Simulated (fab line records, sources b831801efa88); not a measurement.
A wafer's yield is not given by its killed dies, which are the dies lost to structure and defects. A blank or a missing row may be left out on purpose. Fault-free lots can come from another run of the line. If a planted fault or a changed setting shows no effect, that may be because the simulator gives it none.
Chamber matching -- flow sky130 -- SKY_VIA3_CMP_02 on cmp-02 has 4 sister chambers
The step polishes SiO2. 16 wafers are shown with their chamber, then 8 later ones without.

EACH WAFER AND ITS CHAMBER
wafer,chamber,motorCurrentA (A),headPressurePsi (psi),edgeZonePressureFrac
L671.1,2,12.4,3.996,1.002
L671.4,1,12.5,4.007,1.002
L671.6,1,12.4,4.009,0.997
L672.1,3,14.4,3.979,0.999
L672.2,0,9.5,3.996,1.005
L672.6,0,8.8,3.987,1.001
L677.1,2,11.6,3.993,1.006
L677.2,3,14.0,3.997,1.003
L677.3,1,13.0,4.018,1.003
L686.1,0,9.1,4.004,0.997
L686.2,3,14.1,3.998,0.996
L686.5,1,12.1,4.005,1.001
L687.3,3,14.7,3.994,0.993
L687.4,0,9.0,3.998,1.003
L687.5,0,9.3,4.004,1.001
L689.1,1,12.8,4.008,0.997

SIGNATURES (means of the wafers above)
reading,chamber 0,chamber 1,chamber 2,chamber 3,scatter within a chamber
motorCurrentA,9.140,12.560,12.000,14.300,0.342
headPressurePsi,3.99780,4.00940,3.99450,3.99200,0.00669
edgeZonePressureFrac,1.00140,1.00000,1.00400,0.99775,0.00329
Rule: for each reading, subtract the chamber's mean from the wafer's reading, divide by that reading's scatter and square the result; add these up over the readings and take the root, which gives the wafer's distance from the chamber. The wafer belongs to the nearest chamber; if the next one is less than 2 further off, it can't be placed. The scatter: take each reading less its chamber's mean, square it, sum over the shown wafers, divide by the number of wafers less the number of chambers, and take the root.

WAFERS WHOSE CHAMBER IS MISSING
wafer,motorCurrentA (A),headPressurePsi (psi),edgeZonePressureFrac
L689.2,9.4,4.012,1.002
L689.3,11.8,3.986,1.014
L690.1,9.3,4.003,0.990
L690.4,14.7,3.993,0.994
L690.6,14.6,3.980,0.999
L691.3,13.1,4.004,0.997
L691.5,15.0,4.000,0.997
L691.6,12.3,3.996,0.999

EACH ONE'S CHAMBER
wafer,from the rows above,in truth
L689.2,0,0
L689.3,2,2
L690.1,0,0
L690.4,3,3
L690.6,3,3
L691.3,can't be placed: 1 or 3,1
L691.5,3,3
L691.6,can't be placed: 2 or 1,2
6 of 8 placed correctly. Unplaceable from these rows: 2, with the true chamber sitting among the candidates in 2. Number placed wrongly: 0.
